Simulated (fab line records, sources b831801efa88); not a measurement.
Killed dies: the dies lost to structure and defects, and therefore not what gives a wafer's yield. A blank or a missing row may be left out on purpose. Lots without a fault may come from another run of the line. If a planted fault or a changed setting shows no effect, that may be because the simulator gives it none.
fab line records + flow sky130
record:
- lots: 6
- wafers: 18
- lastDay: 50
route steps=708 shown LDD_HVN@274 LDD_HVP@278 PAD_OPEN@708
lots with no fault: from the same line, run without faults
startH: hours from the record's first day to the start of the lot's first wafer shown + waitH: time in hours since the lot's previous step + " repeats the value in the row above + L1.1+2: a single row standing in for several wafers + - no value present, or no start provided + * or withheld: withheld + < > ~ a bound
route shown NAME@n: names a module that has steps shown in the file, with the first one's number in the route + usual: mean and standard deviation over wafers with no fault + same: alike in all rows + chamber/n: place in a boat + sites: each site's reading + _std_site: how widely they spread, as a standard deviation + _edge_site: outer sites' mean less inner sites' + radiusMm: how far each site lies from the wafer's centre + mask NAME#n: copy n + behind: the tool/chamber that last shaped the wafer + hold: why the lot went on hold/how many hours it stayed there/how the hold came to an end + device: names the non-switching transistor (n, p or np) + end of line: the tests these same wafers got at the end of their route + for a step that has no rows: nothing shown but its recipe + killed: not the wafer's yield, but the dies lost to structure and defects at the first sort + map: the dies of a wafer, with x for killed, . for not killed, _ for no die there
set.NAME: the setting that was run; set.NAME@STEP: the one run at that earlier step + model.NAME: the simulator's own value behind a step, which no gauge read
lots at selected steps of the route; one table per step, one row per wafer
services: from which hour (startH, from the record's first day; less than 0 if before it) a tool's chamber was out of use, for how many hours, and why
== steps ==
step: SKY_LDD_HVN_OVL_MEAS_07
usual:
- LDD_HVN_OVL: -0.7/1.4
| lot.wafer | tool       | chamber | startH | waitH | LDD_HVN_OVL[nm] |
|-----------|------------|---------|--------|-------|-----------------|
| L477.3    | overlay-02 | -       | 491.52 | 0.1   | -0.7            |
| L477.4    | "          | -       | "      | "     | -1.0            |
| L477.6    | "          | -       | "      | "     | -1.8            |
| L486.1    | overlay-02 | -       | 577.91 | 0.1   | -0.8            |
| L486.2    | "          | -       | "      | "     | -2.2            |
| L486.5    | "          | -       | "      | "     | -1.0            |
| L489.2    | overlay-01 | -       | 601.12 | 0.1   | 0.7             |
| L489.4    | "          | -       | "      | "     | 0.1             |
| L489.6    | "          | -       | "      | "     | 0.0             |
| L490.3    | overlay-01 | -       | 606.32 | 0.1   | -2.6            |
| L490.4    | "          | -       | "      | "     | -0.1            |
| L490.6    | "          | -       | "      | "     | -1.2            |
| L491.1    | overlay-01 | -       | 625.76 | 0.1   | -3.8            |
| L491.4    | "          | -       | "      | "     | -0.9            |
| L491.5    | "          | -       | "      | "     | -0.1            |
| L496.1    | overlay-01 | -       | 659.85 | 0.1   | -1.6            |
| L496.4    | "          | -       | "      | "     | -0.8            |
| L496.5    | "          | -       | "      | "     | 0.2             |
step: SKY_LDD_HVN_IMPLANT_08
recipe:
- species: P
- energyKev: 60
- doseCm2: 3e+13
- tiltDeg: 40
step: SKY_LDD_HVN_STRIP_09
recipe:
- chemistry: O2/N2
- powerW: 1400
- pressureMtorr: 1500
- platenTempC: withheld
- o2FlowSccm: 3000
- n2FlowSccm: 300
- overashFraction: 0.5
usual:
- drypumpMotorCurrentA: 5.5/0.46
- oesProductAu: 0.409/0.0049
- stripTimeToEndpointS: 4.134/0.015
| lot.wafer | tool           | chamber | startH | waitH | drypumpMotorCurrentA | oesProductAu | rfHoursCounterH | stripTimeToEndpointS |
|-----------|----------------|---------|--------|-------|----------------------|--------------|-----------------|----------------------|
| L477.3    | plasmaAsher-04 | 0       | 491.73 | 0.1   | 5.2                  | 0.403        | -               | 4.121                |
| L477.4    | "              | 1       | "      | "     | 4.7                  | 0.407        | -               | 4.143                |
| L477.6    | "              | 1       | "      | "     | 4.7                  | 0.414        | -               | 4.150                |
| L486.1    | plasmaAsher-03 | 0       | 578.10 | 0.1   | 6.0                  | 0.408        | 76              | 4.112                |
| L486.2    | "              | 1       | "      | "     | 5.5                  | 0.409        | 76              | 4.125                |
| L486.5    | "              | 1       | "      | "     | 5.5                  | 0.413        | -               | 4.124                |
| L489.2    | plasmaAsher-03 | 1       | 601.30 | 0.1   | 5.5                  | 0.414        | 77              | 4.129                |
| L489.4    | "              | 0       | "      | "     | 6.1                  | 0.408        | -               | 4.132                |
| L489.6    | "              | 1       | "      | "     | 5.5                  | 0.413        | -               | 4.131                |
| L490.3    | plasmaAsher-04 | 0       | 606.53 | 0.1   | 5.2                  | 0.404        | -               | 4.141                |
| L490.4    | "              | 1       | "      | "     | 4.7                  | 0.407        | -               | 4.154                |
| L490.6    | "              | 0       | "      | "     | 5.2                  | 0.412        | -               | 4.150                |
| L491.1    | plasmaAsher-03 | 0       | 625.95 | 0.1   | 6.1                  | 0.412        | 80              | 4.148                |
| L491.4    | "              | 1       | "      | "     | 5.6                  | 0.404        | -               | 4.160                |
| L491.5    | "              | 0       | "      | "     | 6.0                  | 0.405        | -               | 4.143                |
| L496.1    | plasmaAsher-01 | 0       | 660.04 | 0.1   | 5.5                  | 0.415        | 93              | 4.100                |
| L496.4    | "              | 0       | "      | "     | 5.4                  | 0.404        | -               | 4.111                |
| L496.5    | "              | 0       | "      | "     | 5.5                  | 0.403        | -               | 4.124                |
step: SKY_LDD_HVN_TW_MEAS_10
usual:
- LDD_HVN_TW: 1450/14
| lot.wafer | tool         | chamber | startH | waitH | LDD_HVN_TW |
|-----------|--------------|---------|--------|-------|------------|
| L477.3    | filmMetro-02 | -       | 491.82 | 0.1   | 1440       |
| L477.4    | "            | -       | "      | "     | 1450       |
| L477.6    | "            | -       | "      | "     | 1448       |
| L486.1    | filmMetro-02 | -       | 578.20 | 0.1   | 1452       |
| L486.2    | "            | -       | "      | "     | 1455       |
| L486.5    | "            | -       | "      | "     | 1457       |
| L489.2    | filmMetro-03 | -       | 601.41 | 0.1   | 1456       |
| L489.4    | "            | -       | "      | "     | 1458       |
| L489.6    | "            | -       | "      | "     | 1462       |
| L490.3    | filmMetro-02 | -       | 606.62 | 0.1   | 1444       |
| L490.4    | "            | -       | "      | "     | 1447       |
| L490.6    | "            | -       | "      | "     | 1452       |
| L491.1    | filmMetro-02 | -       | 626.05 | 0.1   | 1449       |
| L491.4    | "            | -       | "      | "     | 1450       |
| L491.5    | "            | -       | "      | "     | 1436       |
| L496.1    | filmMetro-03 | -       | 660.14 | 0.1   | 1464       |
| L496.4    | "            | -       | "      | "     | 1469       |
| L496.5    | "            | -       | "      | "     | 1466       |
step: SKY_LDD_HVP_DEHYDRATE_00
recipe:
- tempC: 200
- timeS: 60
step: SKY_LDD_HVP_HMDS_01
recipe:
- primeTimeS: 60
- primeTempC: 120
step: SKY_LDD_HVP_COAT_02
recipe:
- resist: NOVOLAK
- spinRpm: 3000
- resistThkNm: 300
step: SKY_LDD_HVP_SOFTBAKE_03
recipe:
- tempC: 90
- timeS: 60
- resist: NOVOLAK
step: SKY_LDD_HVP_EXPOSE_04
recipe:
- maskId: HVPTM
- na: 0.6
- sourceShape: conventional
- sigmaOuter: 0.6
- polarization: unpolarized
- targetCdNm: 700
- doseMj: 86
step: SKY_LDD_HVP_PEB_05
recipe:
- tempC: withheld
- timeS: *
- resist: NOVOLAK
step: SKY_LDD_HVP_DEVELOP_06
recipe:
- resist: NOVOLAK
- developer: TMAH
- developTimeS: 60
- devTempC: 23
step: SKY_LDD_HVP_OVL_MEAS_07
usual:
- LDD_HVP_OVL: -0.1/1.7
| lot.wafer | tool       | chamber | startH | waitH | LDD_HVP_OVL[nm] |
|-----------|------------|---------|--------|-------|-----------------|
| L477.3    | overlay-02 | -       | 522.12 | 0.1   | 1.1             |
| L477.4    | "          | -       | "      | "     | 1.3             |
| L477.6    | "          | -       | "      | "     | 2.2             |
| L486.1    | overlay-02 | -       | 606.96 | 0.1   | -0.5            |
| L486.2    | "          | -       | "      | "     | -2.2            |
| L486.5    | "          | -       | "      | "     | -1.3            |
| L489.2    | overlay-02 | -       | 629.92 | 0.1   | 1.5             |
| L489.4    | "          | -       | "      | "     | 1.0             |
| L489.6    | "          | -       | "      | "     | 2.5             |
| L490.3    | overlay-02 | -       | 634.57 | 0.1   | 3.1             |
| L490.4    | "          | -       | "      | "     | 2.6             |
| L490.6    | "          | -       | "      | "     | 2.9             |
| L491.1    | overlay-02 | -       | 654.96 | 0.1   | 0.6             |
| L491.4    | "          | -       | "      | "     | -1.5            |
| L491.5    | "          | -       | "      | "     | -0.5            |
| L496.1    | overlay-01 | -       | 687.86 | 0.1   | -0.6            |
| L496.4    | "          | -       | "      | "     | -1.2            |
| L496.5    | "          | -       | "      | "     | -1.1            |
step: SKY_LDD_HVP_IMPLANT_08
recipe:
- species: B
- energyKev: 20
- doseCm2: 1.7e+13
- tiltDeg: 17.9
usual:
- doseIonsCm2: 1.7001e+13/1.6e+10
- faradayCurrentUA: 95.8/2
| lot.wafer | tool         | chamber | startH | waitH | doseIonsCm2 | faradayCurrentUA |
|-----------|--------------|---------|--------|-------|-------------|------------------|
| L477.3    | implanter-01 | 0       | 522.19 | 0.1   | 1.6995e+13  | 95.8             |
| L477.4    | "            | 0       | "      | "     | 1.6975e+13  | 95.3             |
| L477.6    | "            | 0       | "      | "     | 1.6996e+13  | 96.3             |
| L486.1    | implanter-01 | 0       | 607.00 | 0.0   | 1.4832e+13  | 85.9             |
| L486.2    | "            | 0       | "      | "     | 1.4829e+13  | 80.4             |
| L486.5    | "            | 0       | "      | "     | 1.4828e+13  | 85.1             |
| L489.2    | implanter-01 | 0       | 629.97 | 0.0   | 1.4818e+13  | 81.9             |
| L489.4    | "            | 0       | "      | "     | 1.48e+13    | 82.5             |
| L489.6    | "            | 0       | "      | "     | 1.4821e+13  | 84.1             |
| L490.3    | implanter-03 | 0       | 634.65 | 0.1   | 1.6982e+13  | 98.5             |
| L490.4    | "            | 0       | "      | "     | 1.6989e+13  | 98.1             |
| L490.6    | "            | 0       | "      | "     | 1.6971e+13  | 96.1             |
| L491.1    | implanter-04 | 0       | 654.99 | 0.0   | 1.7014e+13  | 95.7             |
| L491.4    | "            | 0       | "      | "     | 1.7015e+13  | 98.8             |
| L491.5    | "            | 0       | "      | "     | 1.704e+13   | 95.9             |
| L496.1    | implanter-04 | 0       | 687.89 | 0.0   | 1.702e+13   | 98.7             |
| L496.4    | "            | 0       | "      | "     | 1.7012e+13  | 96.5             |
| L496.5    | "            | 0       | "      | "     | 1.7009e+13  | 95.3             |
step: SKY_LDD_HVP_STRIP_09
recipe:
- chemistry: O2/N2
- powerW: 1400
- pressureMtorr: 1500
- platenTempC: withheld
- o2FlowSccm: 3000
- n2FlowSccm: 300
- overashFraction: 0.5
usual:
- drypumpMotorCurrentA: 5.4/0.43
- oesProductAu: 0.408/0.0047
- stripTimeToEndpointS: 4.136/0.014
| lot.wafer | tool           | chamber | startH | waitH | drypumpMotorCurrentA | oesProductAu | rfHoursCounterH | stripTimeToEndpointS |
|-----------|----------------|---------|--------|-------|----------------------|--------------|-----------------|----------------------|
| L477.3    | plasmaAsher-04 | 0       | 522.33 | 0.1   | 5.2                  | 0.405        | -               | 4.125                |
| L477.4    | "              | 1       | "      | "     | 4.7                  | 0.409        | -               | 4.124                |
| L477.6    | "              | 1       | "      | "     | 4.7                  | 0.408        | -               | 4.135                |
| L486.1    | plasmaAsher-01 | 0       | 607.15 | 0.1   | 5.5                  | 0.421        | 88              | 4.117                |
| L486.2    | "              | 1       | "      | "     | 6.0                  | 0.404        | 88              | 4.146                |
| L486.5    | "              | 1       | "      | "     | 6.0                  | 0.409        | -               | 4.142                |
| L489.2    | plasmaAsher-01 | 1       | 630.10 | 0.1   | 6.0                  | 0.413        | 90              | 4.133                |
| L489.4    | "              | 1       | "      | "     | 6.0                  | 0.408        | -               | 4.118                |
| L489.6    | "              | 0       | "      | "     | 5.4                  | 0.413        | -               | 4.123                |
| L490.3    | plasmaAsher-01 | 1       | 634.78 | 0.1   | 6.0                  | 0.406        | -               | 4.137                |
| L490.4    | "              | 0       | "      | "     | 5.5                  | 0.407        | -               | 4.141                |
| L490.6    | "              | 0       | "      | "     | 5.4                  | 0.415        | -               | 4.163                |
| L491.1    | plasmaAsher-01 | 1       | 655.14 | 0.1   | 6.0                  | 0.402        | 93              | 4.151                |
| L491.4    | "              | 1       | "      | "     | 6.0                  | 0.411        | -               | 4.120                |
| L491.5    | "              | 0       | "      | "     | 5.4                  | 0.415        | -               | 4.142                |
| L496.1    | plasmaAsher-01 | 1       | 688.04 | 0.1   | 6.0                  | 0.415        | 96              | 4.132                |
| L496.4    | "              | 0       | "      | "     | 5.4                  | 0.409        | -               | 4.127                |
| L496.5    | "              | 1       | "      | "     | 6.0                  | 0.398        | -               | 4.150                |
step: SKY_PAD_OPEN_PROBE_99
usual:
- killed_at_M0_to_M3: 42/6.6
- killed_at_M4_up: 3.0/1.8
- killedAtContacts: 25/5.1
- killedAtFrontEnd: 15/4.4
- killedAtOther: 0.3/0.56
- killedDies: 86/8.6
- killedOpen: 47/6.9
- killedShort: 38/6
same:
- grossDies: 492
- killedAtBackSide: 0
| lot.wafer | tool      | chamber | startH  | waitH | killed_at_M0_to_M3 | killed_at_M4_up | killedAtContacts | killedAtFrontEnd | killedAtOther | killedDies | killedOpen | killedShort | model.etest.tip_p_5v.rsOhmSq |
|-----------|-----------|---------|---------|-------|--------------------|-----------------|------------------|------------------|---------------|------------|------------|-------------|------------------------------|
| L477.3    | prober-01 | -       | 1097.67 | 0.2   | 46                 | 2               | 27               | 13               | 1             | 89         | 52         | 37          | 2878                         |
| L477.4    | prober-01 | -       | 1097.72 | 0.2   | 57                 | 2               | 21               | 15               | 0             | 95         | 57         | 37          | 2866                         |
| L477.6    | prober-01 | -       | 1097.82 | 0.2   | 41                 | 3               | 18               | 17               | 0             | 79         | 46         | 33          | 2878                         |
| L486.1    | prober-02 | -       | 1152.63 | 0.1   | 36                 | 3               | 23               | 11               | 1             | 74         | 39         | 35          | 3158                         |
| L486.2    | prober-02 | -       | 1152.68 | 0.1   | 55                 | 4               | 23               | 15               | 1             | 98         | 45         | 53          | 3161                         |
| L486.5    | prober-02 | -       | 1152.83 | 0.2   | 41                 | 4               | 22               | 20               | 0             | 87         | 47         | 40          | 3168                         |
| L489.2    | prober-01 | -       | 1166.04 | 0.1   | 35                 | 0               | 30               | 16               | 0             | 81         | 42         | 39          | 3166                         |
| L489.4    | prober-01 | -       | 1166.14 | 0.2   | 48                 | 3               | 31               | 9                | 0             | 91         | 47         | 44          | 3150                         |
| L489.6    | prober-01 | -       | 1166.24 | 0.2   | 40                 | 2               | 33               | 14               | 0             | 89         | 49         | 39          | 3161                         |
| L490.3    | prober-02 | -       | 1168.18 | 0.2   | 32                 | 5               | 19               | 12               | 0             | 68         | 37         | 31          | 2874                         |
| L490.4    | prober-02 | -       | 1168.23 | 0.2   | 46                 | 8               | 29               | 18               | 0             | 101        | 57         | 44          | 2873                         |
| L490.6    | prober-02 | -       | 1168.33 | 0.2   | 41                 | 3               | 30               | 14               | 1             | 89         | 54         | 35          | 2874                         |
| L491.1    | prober-01 | -       | 1180.65 | 0.1   | 41                 | 3               | 19               | 14               | 0             | 77         | 36         | 40          | 2834                         |
| L491.4    | prober-01 | -       | 1180.80 | 0.2   | 35                 | 4               | 26               | 8                | 0             | 73         | 43         | 30          | 2854                         |
| L491.5    | prober-01 | -       | 1180.85 | 0.2   | 49                 | 3               | 26               | 13               | 0             | 91         | 66         | 24          | 2871                         |
| L496.1    | prober-02 | -       | 1198.53 | 0.1   | 32                 | 4               | 21               | 15               | 0             | 72         | 31         | 41          | 2856                         |
| L496.4    | prober-02 | -       | 1198.68 | 0.2   | 48                 | 3               | 25               | 18               | 0             | 94         | 53         | 41          | 2838                         |
| L496.5    | prober-02 | -       | 1198.73 | 0.2   | 44                 | 4               | 30               | 7                | 1             | 86         | 50         | 36          | 2844                         |
killed by level:class
L477.3 CONTACT:geometricParticle:open=10 VIA3:geometricParticle:open=10 VIA2:geometricParticle:open=8 VIA1:geometricParticle:open=7 LI_CONTACT:geometricParticle:open=6 VIA1:geometricParticle:short=5 METAL3:geometricParticle:short=5 LOCAL_INTERCONNECT:geometricParticle:short=4
L477.4 VIA2:geometricParticle:open=14 VIA1:geometricParticle:open=11 VIA3:geometricParticle:open=9 CONTACT:geometricParticle:open=7 POLY_GATE:geometricParticle:open=6 LOCAL_INTERCONNECT:geometricParticle:short=5 METAL2:geometricParticle:short=5 METAL3:geometricParticle:short=5
L477.6 LI_CONTACT:geometricParticle:open=11 VIA1:geometricParticle:open=9 POLY_GATE:geometricParticle:open=6 VIA1:geometricParticle:short=6 VIA2:geometricParticle:open=6 VIA3:geometricParticle:short=6 FIELD_ISO:geometricParticle:open=5 METAL3:geometricParticle:short=4
L486.1 CONTACT:geometricParticle:open=11 CONTACT:geometricParticle:short=7 VIA1:geometricParticle:open=7 VIA2:geometricParticle:short=6 METAL3:geometricParticle:short=6 VIA3:geometricParticle:open=5 FIELD_ISO:geometricParticle:open=3 METAL1:geometricParticle:short=3
L486.2 METAL1:geometricParticle:short=13 VIA3:geometricParticle:open=9 LI_CONTACT:geometricParticle:open=7 CONTACT:geometricParticle:open=7 VIA1:geometricParticle:open=6 METAL2:geometricParticle:short=6 VIA2:geometricParticle:open=6 POLY_GATE:geometricParticle:short=5
L486.5 VIA2:geometricParticle:open=11 VIA1:geometricParticle:open=10 CONTACT:geometricParticle:open=9 POLY_GATE:geometricParticle:open=6 CONTACT:geometricParticle:short=6 POLY_GATE:geometricParticle:short=5 METAL2:geometricParticle:short=5 FIELD_ISO:geometricParticle:short=4
L489.2 VIA1:geometricParticle:open=11 CONTACT:geometricParticle:short=8 CONTACT:geometricParticle:open=7 LI_CONTACT:geometricParticle:open=6 LOCAL_INTERCONNECT:geometricParticle:short=6 POLY_GATE:geometricParticle:open=5 METAL1:geometricParticle:short=5 VIA2:geometricParticle:open=5
L489.4 CONTACT:geometricParticle:open=16 VIA1:geometricParticle:open=15 VIA1:geometricParticle:short=12 VIA3:geometricParticle:open=6 LI_CONTACT:geometricParticle:short=5 METAL2:geometricParticle:short=5 LI_CONTACT:geometricParticle:open=4 FIELD_ISO:geometricParticle:open=3
L489.6 VIA1:geometricParticle:open=13 CONTACT:geometricParticle:open=11 VIA3:geometricParticle:open=8 VIA1:geometricParticle:short=7 LI_CONTACT:geometricParticle:open=6 LI_CONTACT:geometricParticle:short=6 CONTACT:geometricParticle:short=6 POLY_GATE:geometricParticle:short=5
L490.3 LI_CONTACT:geometricParticle:open=8 VIA1:geometricParticle:short=8 VIA1:geometricParticle:open=8 CONTACT:geometricParticle:open=7 METAL2:geometricParticle:short=5 FIELD_ISO:geometricParticle:short=4 VIA2:geometricParticle:open=4 FIELD_ISO:geometricParticle:open=3
L490.4 VIA1:geometricParticle:open=10 CONTACT:geometricParticle:open=9 VIA2:geometricParticle:open=9 POLY_GATE:geometricParticle:open=8 CONTACT:geometricParticle:short=7 VIA3:geometricParticle:open=7 METAL1:geometricParticle:short=7 LI_CONTACT:geometricParticle:short=6
L490.6 CONTACT:geometricParticle:open=18 METAL2:geometricParticle:short=8 FIELD_ISO:geometricParticle:open=7 LI_CONTACT:geometricParticle:open=6 VIA1:geometricParticle:open=6 METAL1:geometricParticle:short=5 VIA2:geometricParticle:open=5 VIA3:geometricParticle:short=5
L491.1 METAL2:geometricParticle:short=9 CONTACT:geometricParticle:open=6 VIA2:geometricParticle:open=6 CONTACT:geometricParticle:short=4 METAL1:geometricParticle:short=4 VIA2:geometricParticle:short=4 VIA1:geometricParticle:open=4 VIA3:geometricParticle:open=4
L491.4 CONTACT:geometricParticle:open=13 LI_CONTACT:geometricParticle:open=8 METAL2:geometricParticle:short=8 VIA1:geometricParticle:open=7 METAL1:geometricParticle:short=5 VIA3:geometricParticle:open=4 CONTACT:geometricParticle:short=3 METAL4:geometricParticle:short=3
L491.5 CONTACT:geometricParticle:open=15 VIA1:geometricParticle:open=11 VIA3:geometricParticle:open=10 LI_CONTACT:geometricParticle:open=7 VIA2:geometricParticle:open=7 FIELD_ISO:geometricParticle:open=6 METAL1:geometricParticle:short=6 VIA3:geometricParticle:short=4
L496.1 FIELD_ISO:geometricParticle:open=8 LI_CONTACT:geometricParticle:open=6 METAL1:geometricParticle:short=6 LOCAL_INTERCONNECT:geometricParticle:short=5 CONTACT:geometricParticle:open=5 VIA2:geometricParticle:open=4 VIA1:geometricParticle:open=4 CONTACT:geometricParticle:short=4
L496.4 VIA1:geometricParticle:open=13 CONTACT:geometricParticle:open=9 FIELD_ISO:geometricParticle:open=7 VIA3:geometricParticle:open=7 LOCAL_INTERCONNECT:geometricParticle:short=6 VIA1:geometricParticle:short=5 VIA2:geometricParticle:open=5 CONTACT:geometricParticle:short=4
L496.5 VIA1:geometricParticle:open=15 CONTACT:geometricParticle:short=8 VIA2:geometricParticle:open=8 LI_CONTACT:geometricParticle:open=7 CONTACT:geometricParticle:open=6 METAL2:geometricParticle:short=4 VIA3:geometricParticle:short=4 LI_CONTACT:geometricParticle:short=3
== services ==
| tool           | chamber | startH | hours | kind   |
|----------------|---------|--------|-------|--------|
| implanter-01   | -       | 473.91 | 6.2   | pm     |
| implanter-01   | -       | 498.14 | 5.4   | repair |
| implanter-03   | -       | 507.95 | 12.7  | repair |
| implanter-01   | -       | 510.21 | 4.1   | repair |
| implanter-03   | -       | 521.48 | 3.8   | repair |
| implanter-04   | -       | 540.04 | 0.6   | repair |
| implanter-04   | -       | 543.21 | 3.2   | pm     |
| plasmaAsher-03 | -       | 585.14 | 5.2   | repair |
| implanter-03   | -       | 610.84 | 23.2  | repair |
| plasmaAsher-03 | -       | 633.32 | 2.1   | repair |
| implanter-04   | -       | 647.03 | 1.6   | repair |
| implanter-03   | -       | 655.44 | 3.9   | pm     |
| plasmaAsher-04 | -       | 660.52 | 18.9  | pm     |
| implanter-04   | -       | 675.71 | 2.1   | repair |
| implanter-01   | -       | 686.43 | 4.6   | pm     |
== key ==
firstSign:
- step: SKY_LDD_HVP_IMPLANT_08
- reading: doseIonsCm2
- direction: down
- sigmas: 99+
- usual: *
- struck: *
effect:
- step: SKY_LDD_HVP_IMPLANT_08
- reading: faradayCurrentUA
- direction: down
- sigmas: 6.3
- usual: 95.8
- struck: 83.3
modelEffect:
- step: SKY_PAD_OPEN_PROBE_99
- value: etest.tip_p_5v.rsOhmSq
- without: 2857
- struck: 3161
metAt SKY_LDD_HVP_IMPLANT_08
struckWafers L486.1,L486.2,L486.5,L489.2,L489.4,L489.6
testerLeftOut L486,L489
onsetBetween 522.19 607.00
fault:
- kind: processParameterDrift
- tool: implanter-01
- chamber: -
- onsetH: 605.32
- steps: SKY_LDD_HVP_IMPLANT_08
- channel: doseCm2
- offset: *
- shape: step
- endH: 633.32
- actsIn: *
- stated: *
testerLeftOut: of these lots the tester's yield and bins aren't shown, on N5 and GAA mostly nor the transistor test; their killed dies are dies lost to structure and defects alone, not to doping, threshold or leakage, so they don't give the yield
